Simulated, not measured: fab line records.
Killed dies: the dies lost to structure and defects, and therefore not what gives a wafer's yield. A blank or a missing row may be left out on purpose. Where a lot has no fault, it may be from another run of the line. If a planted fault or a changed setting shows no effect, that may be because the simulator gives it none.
One fault through the eyes of 2 desks | flow gf180mcu | only its own numbers are on each desk; what lay behind them is given at the end

== AT THE METROLOGY DESK ==
What the gauges read for every lot (on any tool): the sampled wafers with a number, averaged. The brackets show how far a lot's mean lies from the usual mean; more than 4 standard deviations puts the lot out of limits, marked OUT.
Columns: A = SAB_CVD_00_THK at GF_SAB_THK_MEAS_01, usual 50.0 nm; B = cd_nm at GF_SAB_CD_MEAS_09, usual 420.7 nm; C = SAB_OVL at GF_SAB_OVL_MEAS_10, usual 0.4 nm
lot  | first seen here | A    | B     | C
L431 | day 14 15:45    | 50.2 | 422.9 | -0.1
L432 | day 15 01:21    | 49.9 | 421.4 | 0.4
L435 | day 16 01:51    | 50.1 | 418.2 | 0.4
L437 | day 16 20:51    | 49.6 | 423.9 | 0.4
L449 | day 20 23:08    | 49.3 | 418.0 | 2.1
L451 | day 21 17:30    | 50.0 | 417.4 | -0.9
This desk found nothing out of limits on any of the 6 lots.

== FOR THE TOOL OWNER'S DESK: wet_bench-04 ==
The tool's own readings at GF_SAB_WET_ETCH_12 (etches SiO2 in dHF, target depth 22 nm, time 440 s): means of the sampled wafers that have a number, for each lot that ran on this tool. The brackets show how far a lot's mean lies from the usual mean; more than 4 standard deviations puts the lot out of limits, marked OUT.
Columns: A = run_length_s at GF_SAB_WET_ETCH_12, usual 468 s
lot  | first seen here | A
L432 | day 15 22:37    | 465
L435 | day 17 00:07    | 108 (-99 or more) OUT
L437 | day 17 20:16    | 108 (-99 or more) OUT
Finding of this desk: L435, L437 out of limits; the first was L435 at day 17 00:07, on run_length_s at GF_SAB_WET_ETCH_12. In limits: L432.

== PUT TOGETHER ==
The tool owner's desk had the chance to raise an alarm at day 17 00:07 on L435, L437.
Nothing out of limits was seen by the metrology desk.
The metrology desk has L435, L437 on record, within its limits.
The lots listed all ran GF_SAB_WET_ETCH_12 on wet_bench-04.

== WHAT WAS PUT IN BY THE SIMULATOR ==
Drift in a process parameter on wet_bench-04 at GF_SAB_WET_ETCH_12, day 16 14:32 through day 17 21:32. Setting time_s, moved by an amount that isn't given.
Struck lots among those shown: L435, L437.
Each desk's first reading out of limits, in hours after the fault started: the tool owner's desk, 10.
